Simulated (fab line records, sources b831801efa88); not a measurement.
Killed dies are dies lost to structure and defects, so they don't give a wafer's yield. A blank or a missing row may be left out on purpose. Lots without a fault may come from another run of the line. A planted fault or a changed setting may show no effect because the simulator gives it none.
fab line records | flow sky130
record lots=7 wafers=21 last_day=47
route steps=708 shown LDD_HVP@285 LDD_LDN@289 PAD_OPEN@708
lots that met no fault: from a run of the same line without faults
start_h: hours from the record's first day to the start of the lot's first wafer shown | wait_h: hours since the lot's step before | " the same as in the row above | L1.1+2: a row that stands for several wafers | - no value, or no start given | * or withheld: withheld | < > ~ a bound
route shown NAME@n: a module of which the file shows steps, and the number in the route of the first | usual: mean/standard deviation of fault-free wafers | same: alike in all rows | chamber/n: place in a boat | sites: the reading at each site | _std_site: their standard deviation | _edge_site: outer sites' mean less inner sites' | radius_mm: how far each site lies from the wafer's centre | mask NAME#n: copy n | behind: the tool/chamber that last shaped the wafer | hold: why the lot was held/for how many hours/how that ended | device: the transistor (n, p or np) that didn't switch | end of line: the same wafers' tests at the end of the route | a step without rows: its recipe alone | killed: dies lost to structure and defects at the first sort, not the wafer's yield | map: a wafer's dies, x killed, . not, _ none there
set.NAME: the setting as run; set.NAME@STEP: as run at that earlier step | model.NAME: the simulator's own value behind a step, which no gauge read
lots at some steps of the route; a table a step, a row a wafer
services: from which hour (start_h, from the record's first day; less than 0 if before it) a tool's chamber was out of use, for how many hours, and why
## steps
# step SKY_LDD_HVP_OVL_MEAS_07
# usual LDD_HVP_OVL=0.7/1.3
# columns lot.wafer tool chamber start_h wait_h LDD_HVP_OVL[nm]
L980.2 overlay-01 - 500.87 0.1 2.2
L980.3 " - " " 2.7
L980.4 " - " " 2.8
L981.1 overlay-01 - 512.06 0.1 1.5
L981.2 " - " " 2.2
L981.5 " - " " 1.6
L982.3 overlay-01 - 519.71 0.1 -2.9
L982.4 " - " " -1.9
L982.5 " - " " -2.5
L983.1 overlay-01 - 549.62 0.1 -0.1
L983.2 " - " " 0.6
L983.3 " - " " 0.4
L984.1 overlay-02 - 560.66 0.1 -0.5
L984.2 " - " " 0.3
L984.4 " - " " 0.2
L985.2 overlay-02 - 576.17 0.1 0.6
L985.3 " - " " 0.7
L985.5 " - " " 0.9
L986.1 overlay-02 - 578.61 0.1 2.2
L986.3 " - " " 1.4
L986.6 " - " " 1.0
# step SKY_LDD_HVP_IMPLANT_08
# recipe species=B energy_kev=20 dose_cm2=1.7e+13 tilt_deg=17.9
# step SKY_LDD_HVP_STRIP_09
# recipe chemistry=O2/N2 power_w=1400 pressure_mtorr=1500 platen_temp_c=withheld o2_flow_sccm=3000 n2_flow_sccm=300 overash_fraction=0.5
# usual drypump_motor_current_A=5.7/0.35 oes_product_au=0.410/0.0047 strip_time_to_endpoint_s=4.134/0.015
# columns lot.wafer tool chamber start_h wait_h drypump_motor_current_A oes_product_au rf_hours_counter_h strip_time_to_endpoint_s
L980.2 plasma_asher-01 1 501.05 0.1 5.3 0.407 7 4.145
L980.3 " 0 " " 6.1 0.408 - 4.145
L980.4 " 1 " " 5.3 0.408 - 4.119
L981.1 plasma_asher-04 0 512.25 0.1 6.0 0.403 79 4.134
L981.2 " 1 " " 5.2 0.414 79 4.113
L981.5 " 0 " " 5.9 0.411 - 4.154
L982.3 plasma_asher-04 0 519.92 0.1 6.0 0.409 - 4.110
L982.4 " 1 " " 5.2 0.403 - 4.136
L982.5 " 1 " " 5.2 0.404 - 4.135
L983.1 plasma_asher-01 1 549.80 0.1 5.3 0.413 12 4.143
L983.2 " 0 " " 6.1 0.406 12 4.110
L983.3 " 0 " " 6.1 0.420 - 4.105
L984.1 plasma_asher-01 0 560.85 0.1 6.1 0.399 13 4.138
L984.2 " 1 " " 5.3 0.408 13 4.117
L984.4 " 0 " " 6.1 0.405 - 4.126
L985.2 plasma_asher-01 1 576.35 0.1 5.3 0.406 16 4.098
L985.3 " 1 " " 5.3 0.407 - 4.124
L985.5 " 0 " " 6.1 0.412 - 4.113
L986.1 plasma_asher-04 1 578.80 0.1 5.2 0.406 84 4.123
L986.3 " 0 " " 6.0 0.411 - 4.144
L986.6 " 1 " " 5.3 0.415 - 4.146
# step SKY_LDD_HVP_TW_MEAS_10
# usual LDD_HVP_TW=457/5.3
# columns lot.wafer tool chamber start_h wait_h LDD_HVP_TW
L980.2 film_metro-04 - 501.16 0.1 464
L980.3 " - " " 462
L980.4 " - " " 462
L981.1 film_metro-03 - 512.35 0.1 458
L981.2 " - " " 454
L981.5 " - " " 452
L982.3 film_metro-04 - 520.01 0.1 459
L982.4 " - " " 461
L982.5 " - " " 461
L983.1 film_metro-01 - 549.90 0.1 448
L983.2 " - " " 451
L983.3 " - " " 452
L984.1 film_metro-04 - 560.95 0.1 461
L984.2 " - " " 462
L984.4 " - " " 463
L985.2 film_metro-03 - 576.46 0.1 460
L985.3 " - " " 456
L985.5 " - " " 458
L986.1 film_metro-04 - 578.90 0.1 461
L986.3 " - " " 458
L986.6 " - " " 461
# step SKY_LDD_LDN_DEHYDRATE_00
# recipe temp_c=200 time_s=60
# step SKY_LDD_LDN_HMDS_01
# recipe prime_time_s=60 prime_temp_c=120
# step SKY_LDD_LDN_COAT_02
# recipe resist=NOVOLAK spin_rpm=3000 resist_thk_nm=1140
# step SKY_LDD_LDN_SOFTBAKE_03
# recipe temp_c=90 time_s=60 resist=NOVOLAK
# step SKY_LDD_LDN_EXPOSE_04
# recipe mask_id=LDNTM na=0.6 source_shape=conventional sigma_outer=0.6 polarization=unpolarized target_cd_nm=700 dose_mj=140
# step SKY_LDD_LDN_PEB_05
# recipe temp_c=withheld time_s=* resist=NOVOLAK
# step SKY_LDD_LDN_DEVELOP_06
# recipe resist=NOVOLAK developer=TMAH develop_time_s=60 dev_temp_c=23
# step SKY_LDD_LDN_OVL_MEAS_07
# usual LDD_LDN_OVL=-0.4/1.1
# columns lot.wafer tool chamber start_h wait_h LDD_LDN_OVL[nm]
L980.2 overlay-01 - 532.22 0.1 1.0
L980.3 " - " " 3.3
L980.4 " - " " 1.9
L981.1 overlay-01 - 542.01 0.1 -1.2
L981.2 " - " " -1.4
L981.5 " - " " -0.8
L982.3 overlay-02 - 549.42 0.1 -1.2
L982.4 " - " " -0.5
L982.5 " - " " 0.2
L983.1 overlay-01 - 578.90 0.1 -0.3
L983.2 " - " " 0.3
L983.3 " - " " 0.1
L984.1 overlay-02 - 590.46 0.1 -0.8
L984.2 " - " " -0.7
L984.4 " - " " -0.7
L985.2 overlay-01 - 606.47 0.1 -0.1
L985.3 " - " " -2.0
L985.5 " - " " -0.4
L986.1 overlay-01 - 608.01 0.1 -1.6
L986.3 " - " " -1.7
L986.6 " - " " -0.1
# step SKY_LDD_LDN_IMPLANT_08
# recipe species=As energy_kev=15 dose_cm2=1.25e+13 tilt_deg=withheld rotation_deg=23
# usual implant_ion_amu=75/0
# columns lot.wafer tool chamber start_h wait_h implant_ion_amu model.implant.drp_nm model.implant.rp_nm
L980.2 implanter-03 0 532.27 0.0 75 5.933 12.82
L980.3 " 0 " " 75 5.933 12.82
L980.4 " 0 " " 75 5.933 12.82
L981.1 implanter-01 0 542.05 0.0 75 5.933 12.72
L981.2 " 0 " " 75 5.933 12.72
L981.5 " 0 " " 75 5.933 12.72
L982.3 implanter-04 0 549.50 0.1 75 5.933 13.15
L982.4 " 0 " " 75 5.933 13.15
L982.5 " 0 " " 75 5.933 13.15
L983.1 implanter-03 0 578.94 0.0 75 5.933 12.87
L983.2 " 0 " " 75 5.933 12.87
L983.3 " 0 " " 75 5.933 12.87
L984.1 implanter-04 0 590.50 0.0 49 7.963 14.42
L984.2 " 0 " " 49 7.963 14.42
L984.4 " 0 " " 49 7.963 14.42
L985.2 implanter-01 0 606.52 0.0 49 7.963 13.92
L985.3 " 0 " " 49 7.963 13.92
L985.5 " 0 " " 49 7.963 13.92
L986.1 implanter-03 0 608.05 0.0 49 7.963 13.97
L986.3 " 0 " " 49 7.963 13.97
L986.6 " 0 " " 49 7.963 13.97
# step SKY_LDD_LDN_IMPLANT_09
# recipe species=As energy_kev=15 dose_cm2=1.25e+13 tilt_deg=withheld rotation_deg=113
# step SKY_LDD_LDN_IMPLANT_10
# recipe species=As energy_kev=15 dose_cm2=1.25e+13 tilt_deg=withheld rotation_deg=203
# step SKY_LDD_LDN_IMPLANT_11
# recipe species=As energy_kev=15 dose_cm2=1.25e+13 tilt_deg=withheld rotation_deg=293
# step SKY_LDD_LDN_STRIP_12
# recipe chemistry=O2/N2 power_w=1400 pressure_mtorr=1500 platen_temp_c=withheld o2_flow_sccm=3000 n2_flow_sccm=300 overash_fraction=0.5
# usual drypump_motor_current_A=6.0/0.36 oes_product_au=0.716/0.0045 strip_time_to_endpoint_s=14.20/0.039
# columns lot.wafer tool chamber start_h wait_h drypump_motor_current_A oes_product_au rf_hours_counter_h strip_time_to_endpoint_s
L980.2 plasma_asher-02 0 532.85 0.1 6.6 0.716 41 14.20
L980.3 " 0 " " 6.5 0.715 - 14.26
L980.4 " 1 " " 5.9 0.718 - 14.25
L981.1 plasma_asher-01 1 542.65 0.1 5.3 0.710 12 14.18
L981.2 " 0 " " 6.1 0.716 12 14.22
L981.5 " 1 " " 5.3 0.717 - 14.21
L982.3 plasma_asher-03 1 550.08 0.1 5.6 0.709 - 14.26
L982.4 " 0 " " 6.0 0.721 - 14.25
L982.5 " 1 " " 5.6 0.720 - 14.25
L983.1 plasma_asher-02 0 579.54 0.1 6.5 0.721 47 14.17
L983.2 " 1 " " 5.8 0.719 47 14.17
L983.3 " 1 " " 5.8 0.715 - 14.19
L984.1 plasma_asher-02 0 591.10 0.1 6.6 0.713 48 14.19
L984.2 " 1 " " 5.8 0.725 48 14.21
L984.4 " 0 " " 6.5 0.716 - 14.15
L985.2 plasma_asher-03 1 607.10 0.1 5.7 0.713 80 14.24
L985.3 " 0 " " 5.9 0.716 - 14.23
L985.5 " 0 " " 5.9 0.715 - 14.23
L986.1 plasma_asher-02 0 608.65 0.1 6.5 0.716 50 14.15
L986.3 " 0 " " 6.5 0.723 - 14.21
L986.6 " 0 " " 6.5 0.723 - 14.17
# step SKY_LDD_LDN_TW_MEAS_13
# usual LDD_LDN_TW=1487/9.9
# columns lot.wafer tool chamber start_h wait_h LDD_LDN_TW
L980.2 film_metro-03 - 532.96 0.1 1481
L980.3 " - " " 1479
L980.4 " - " " 1476
L981.1 film_metro-02 - 542.75 0.1 1480
L981.2 " - " " 1475
L981.5 " - " " 1493
L982.3 film_metro-03 - 550.17 0.1 1481
L982.4 " - " " 1481
L982.5 " - " " 1470
L983.1 film_metro-03 - 579.64 0.1 1483
L983.2 " - " " 1484
L983.3 " - " " 1474
L984.1 film_metro-02 - 591.20 0.1 1395
L984.2 " - " " 1387
L984.4 " - " " 1392
L985.2 film_metro-02 - 607.21 0.1 1400
L985.3 " - " " 1404
L985.5 " - " " 1399
L986.1 film_metro-03 - 608.75 0.1 1389
L986.3 " - " " 1386
L986.6 " - " " 1383
# step SKY_LDD_LDN_CLEAN_14
# recipe chemistry=SC1/SC2 mix=1:4:20 temp_c=70 time_s=150 dry=n2_spin
# step SKY_PAD_OPEN_PROBE_99
# usual killed_at_M0_to_M3=43/6.8 killed_at_M4_up=3.0/1.8 killed_at_contacts=23/5.4 killed_at_front_end=15/4.4 killed_at_other=0.3/0.51 killed_dies=85/9.2 killed_open=47/6.8 killed_short=39/6.8
# same gross_dies=492 killed_at_back_side=0
# columns lot.wafer tool chamber start_h wait_h killed_at_M0_to_M3 killed_at_M4_up killed_at_contacts killed_at_front_end killed_at_other killed_dies killed_open killed_short model.etest.tip_sonos.rs_ohm_sq model.etest.sonos_uncharged.r_on_ohm_um model.etest.tip_sonos.rs_ohm_sq_range model.etest.sonos_erased.drive_ua_um model.etest.tip_sonos.rs_ohm_sq_rim_less_centre model.etest.sonos_erased.vt_v model.etest.sonos_uncharged.vt_v model.etest.sonos_baked.vt_v
L980.2 prober-01 - 1080.72 0.1 46 3 31 12 0 92 53 39 2714 815.7 37.78 231.3 -1.149 -2.285 -0.4585 0.8936
L980.3 prober-01 - 1080.77 0.2 37 4 21 16 1 79 45 34 2794 802.7 51.31 183.9 13.58 -2.275 -0.4494 0.9478
L980.4 prober-01 - 1080.82 0.2 34 5 24 12 0 75 47 28 2685 800.5 41.25 208.9 -9.362 -2.33 -0.4253 0.9739
L981.1 prober-02 - 1084.48 0.1 49 5 23 16 0 93 49 44 2622 817.4 42.53 191.8 -23.54 -2.288 -0.3885 1.01
L981.2 prober-02 - 1084.53 0.1 52 1 11 20 0 84 49 35 2601 786.9 43.02 209 -17.45 -2.362 -0.4773 1
L981.5 prober-02 - 1084.68 0.2 36 4 23 14 1 78 35 43 2601 812.7 16.54 186.4 9.438 -2.264 -0.4138 0.9169
L982.3 prober-01 - 1090.42 0.2 43 2 25 17 0 87 48 39 2672 805.2 42.45 190.4 16.57 -2.327 -0.4381 1.045
L982.4 prober-01 - 1090.47 0.2 48 0 24 15 0 87 51 36 2655 816.1 26.41 182.3 9.184 -2.295 -0.3811 1.065
L982.5 prober-01 - 1090.52 0.2 31 5 22 13 1 72 49 23 2630 795 36.87 196.7 13.99 -2.366 -0.4192 1.094
L983.1 prober-02 - 1112.87 0.1 44 1 32 23 1 101 57 44 2772 791.3 31.06 187.8 -0.4682 -2.357 -0.4591 1.016
L983.2 prober-02 - 1112.92 0.1 33 6 22 24 0 85 42 43 2761 789.7 52.75 176 24.04 -2.321 -0.4964 0.9925
L983.3 prober-02 - 1112.97 0.2 42 2 26 17 1 88 41 47 2709 797.6 41.89 192.2 -8.735 -2.333 -0.4703 1.056
L984.1 prober-01 - 1118.08 0.1 48 3 23 16 2 92 51 41 9318 954.3 172 132.3 -63 -1.852 -0.0891 1.22
L984.2 prober-01 - 1118.13 0.1 50 1 18 14 0 83 48 35 8908 918.6 90.99 136.8 -2.585 -1.91 -0.1639 1.211
L984.4 prober-01 - 1118.23 0.2 34 3 20 17 0 74 47 27 9262 911.1 96.42 153.1 24.46 -1.956 -0.1752 1.223
L985.2 prober-02 - 1128.52 0.1 38 2 24 13 0 77 43 34 9612 937.6 111.1 131.9 -38.16 -1.94 -0.1482 1.21
L985.3 prober-02 - 1128.57 0.2 31 1 18 10 0 60 35 25 9626 933.8 151.9 147.5 -34.02 -1.981 -0.1736 1.219
L985.5 prober-02 - 1128.67 0.2 48 2 17 8 1 76 40 36 9681 924 111.9 148.5 -64.92 -1.972 -0.1781 1.223
L986.1 prober-01 - 1130.78 0.1 40 2 24 14 0 80 47 33 1.042e+04 938.1 150.5 151.5 77.32 -1.888 -0.1921 1.156
L986.3 prober-01 - 1130.88 0.2 48 1 40 14 0 103 58 45 9947 955.6 101.2 129.8 0.9126 -1.818 -0.1265 1.159
L986.6 prober-01 - 1131.03 0.2 55 5 20 13 0 93 49 44 1.042e+04 948.1 107.5 125.4 10.1 -1.82 -0.1597 1.148
# killed by level:class
L980.2 LI_CONTACT:geometric_particle:open=9 VIA1:geometric_particle:open=9 CONTACT:geometric_particle:short=8 METAL2:geometric_particle:short=7 CONTACT:geometric_particle:open=7 VIA3:geometric_particle:open=7 VIA2:geometric_particle:open=6 FIELD_ISO:geometric_particle:open=5
L980.3 VIA1:geometric_particle:open=12 CONTACT:geometric_particle:open=7 LI_CONTACT:geometric_particle:open=6 POLY_GATE:geometric_particle:open=4 POLY_GATE:geometric_particle:short=4 METAL2:geometric_particle:short=4 METAL3:geometric_particle:short=4 FIELD_ISO:geometric_particle:short=3
L980.4 LI_CONTACT:geometric_particle:open=11 METAL1:geometric_particle:short=8 CONTACT:geometric_particle:open=7 METAL2:geometric_particle:short=5 VIA2:geometric_particle:open=5 VIA3:geometric_particle:open=5 POLY_GATE:geometric_particle:open=4 VIA1:geometric_particle:open=4
L981.1 CONTACT:geometric_particle:open=11 VIA2:geometric_particle:open=10 VIA1:geometric_particle:open=9 METAL2:geometric_particle:short=7 CONTACT:geometric_particle:short=6 VIA2:geometric_particle:short=6 FIELD_ISO:geometric_particle:open=5 METAL4:geometric_particle:short=5
L981.2 VIA3:geometric_particle:open=12 VIA2:geometric_particle:open=10 VIA1:geometric_particle:open=7 FIELD_ISO:geometric_particle:open=5 POLY_GATE:geometric_particle:short=5 POLY_GATE:geometric_particle:open=5 METAL1:geometric_particle:short=5 VIA1:geometric_particle:short=4
L981.5 CONTACT:geometric_particle:open=8 LI_CONTACT:geometric_particle:open=7 METAL1:geometric_particle:short=7 VIA1:geometric_particle:open=7 FIELD_ISO:geometric_particle:short=6 VIA1:geometric_particle:short=6 VIA3:geometric_particle:open=5 METAL4:geometric_particle:short=4
L982.3 VIA1:geometric_particle:open=15 LI_CONTACT:geometric_particle:open=10 CONTACT:geometric_particle:open=6 VIA3:geometric_particle:open=6 FIELD_ISO:geometric_particle:open=5 VIA1:geometric_particle:short=5 VIA2:geometric_particle:short=5 LI_CONTACT:geometric_particle:short=4
L982.4 VIA1:geometric_particle:open=10 LI_CONTACT:geometric_particle:open=7 CONTACT:geometric_particle:open=7 POLY_GATE:geometric_particle:open=6 VIA3:geometric_particle:open=6 CONTACT:geometric_particle:short=6 VIA1:geometric_particle:short=6 VIA2:geometric_particle:short=5
L982.5 VIA1:geometric_particle:open=13 CONTACT:geometric_particle:open=12 LI_CONTACT:geometric_particle:open=5 VIA3:geometric_particle:open=5 FIELD_ISO:geometric_particle:open=4 METAL2:geometric_particle:short=4 METAL3:geometric_particle:short=4 POLY_GATE:geometric_particle:open=3
L983.1 LI_CONTACT:geometric_particle:open=13 VIA1:geometric_particle:open=13 VIA3:geometric_particle:open=8 CONTACT:geometric_particle:open=7 FIELD_ISO:geometric_particle:open=6 POLY_GATE:geometric_particle:short=5 CONTACT:geometric_particle:short=5 VIA1:geometric_particle:short=5
L983.2 LI_CONTACT:geometric_particle:open=10 VIA1:geometric_particle:open=10 FIELD_ISO:geometric_particle:short=8 METAL4:geometric_particle:short=6 METAL2:geometric_particle:short=6 CONTACT:geometric_particle:open=5 POLY_GATE:geometric_particle:short=4 LI_CONTACT:geometric_particle:short=4
L983.3 VIA1:geometric_particle:open=10 CONTACT:geometric_particle:short=9 VIA3:geometric_particle:open=8 METAL2:geometric_particle:short=6 LOCAL_INTERCONNECT:geometric_particle:short=5 CONTACT:geometric_particle:open=5 POLY_GATE:geometric_particle:open=4 LI_CONTACT:geometric_particle:open=4
L984.1 CONTACT:geometric_particle:open=12 VIA1:geometric_particle:open=9 POLY_GATE:geometric_particle:open=6 VIA2:geometric_particle:open=6 VIA2:geometric_particle:short=6 METAL2:geometric_particle:short=6 FIELD_ISO:geometric_particle:open=5 VIA1:geometric_particle:short=5
L984.2 VIA1:geometric_particle:open=13 VIA3:geometric_particle:open=11 METAL1:geometric_particle:short=10 CONTACT:geometric_particle:open=8 FIELD_ISO:geometric_particle:short=4 FIELD_ISO:geometric_particle:open=4 LI_CONTACT:geometric_particle:open=4 CONTACT:geometric_particle:short=4
L984.4 VIA2:geometric_particle:open=10 CONTACT:geometric_particle:open=9 LI_CONTACT:geometric_particle:open=7 POLY_GATE:geometric_particle:short=6 POLY_GATE:geometric_particle:open=5 VIA1:geometric_particle:open=5 VIA1:geometric_particle:short=3 VIA3:geometric_particle:open=3
L985.2 VIA2:geometric_particle:open=10 LI_CONTACT:geometric_particle:open=9 CONTACT:geometric_particle:open=7 FIELD_ISO:geometric_particle:open=5 VIA1:geometric_particle:open=5 METAL1:geometric_particle:short=4 METAL2:geometric_particle:short=4 CONTACT:geometric_particle:short=4
L985.3 VIA1:geometric_particle:open=7 LI_CONTACT:geometric_particle:open=6 METAL2:geometric_particle:short=6 VIA3:geometric_particle:open=6 CONTACT:geometric_particle:open=5 CONTACT:geometric_particle:short=4 POLY_GATE:geometric_particle:open=4 VIA2:geometric_particle:open=4
L985.5 VIA1:geometric_particle:open=9 METAL2:geometric_particle:open=8 LI_CONTACT:geometric_particle:open=6 METAL1:geometric_particle:short=6 METAL2:geometric_particle:short=6 CONTACT:geometric_particle:open=5 METAL3:geometric_particle:short=5 VIA1:geometric_particle:short=4
L986.1 VIA1:geometric_particle:open=9 VIA2:geometric_particle:open=9 LI_CONTACT:geometric_particle:open=7 CONTACT:geometric_particle:open=6 VIA1:geometric_particle:short=5 VIA3:geometric_particle:open=5 METAL2:geometric_particle:short=5 CONTACT:geometric_particle:short=4
L986.3 CONTACT:geometric_particle:open=15 VIA1:geometric_particle:open=11 LI_CONTACT:geometric_particle:open=11 VIA1:geometric_particle:short=9 VIA2:geometric_particle:open=7 CONTACT:geometric_particle:short=6 FIELD_ISO:geometric_particle:short=4 LOCAL_INTERCONNECT:geometric_particle:short=4
L986.6 VIA1:geometric_particle:open=10 VIA2:geometric_particle:open=9 METAL2:geometric_particle:short=9 VIA3:geometric_particle:open=7 LI_CONTACT:geometric_particle:open=6 CONTACT:geometric_particle:short=5 VIA1:geometric_particle:short=5 METAL4:geometric_particle:short=4
## services
# columns tool chamber start_h hours kind
implanter-04 - 484.45 6.1 pm
implanter-03 - 493.76 2.8 repair
implanter-04 - 506.65 3.6 pm
implanter-03 - 516.16 3.9 pm
plasma_asher-02 - 525.00 2.8 repair
plasma_asher-04 - 555.25 11.5 repair
plasma_asher-04 - 571.59 4.0 repair
implanter-01 - 574.19 2.0 repair
implanter-04 - 582.60 6.3 repair
implanter-03 - 587.68 5.0 repair
## key
first_sign step=SKY_LDD_LDN_IMPLANT_08 reading=implant_ion_amu direction=down sigmas=99+ usual=75 struck=49
effect step=SKY_LDD_LDN_TW_MEAS_13 reading=LDD_LDN_TW direction=down sigmas=9.5 usual=1487 struck=1393
model_effect step=SKY_LDD_LDN_IMPLANT_08 value=implant.drp_nm without=5.933 struck=7.963
model_effect step=SKY_PAD_OPEN_PROBE_99 value=etest.tip_sonos.rs_ohm_sq without=2638 struck=9689
met_at SKY_LDD_LDN_IMPLANT_08
struck_wafers L984.1,L984.2,L984.4,L985.2,L985.3,L985.5,L986.1,L986.3,L986.6
tester_left_out L984,L985,L986
onset_between 578.94 590.50
fault kind=wrong_recipe_download tool=implanter-01,implanter-03,implanter-04 chamber=- onset_h=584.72 steps=SKY_LDD_LDN_IMPLANT_08 wrong_recipe.not_listed=1
# tester_left_out: of these lots the tester's yield and bins aren't shown, on N5 and GAA mostly nor the transistor test; their killed dies are dies lost to structure and defects alone, not to doping, threshold or leakage, so they don't give the yield
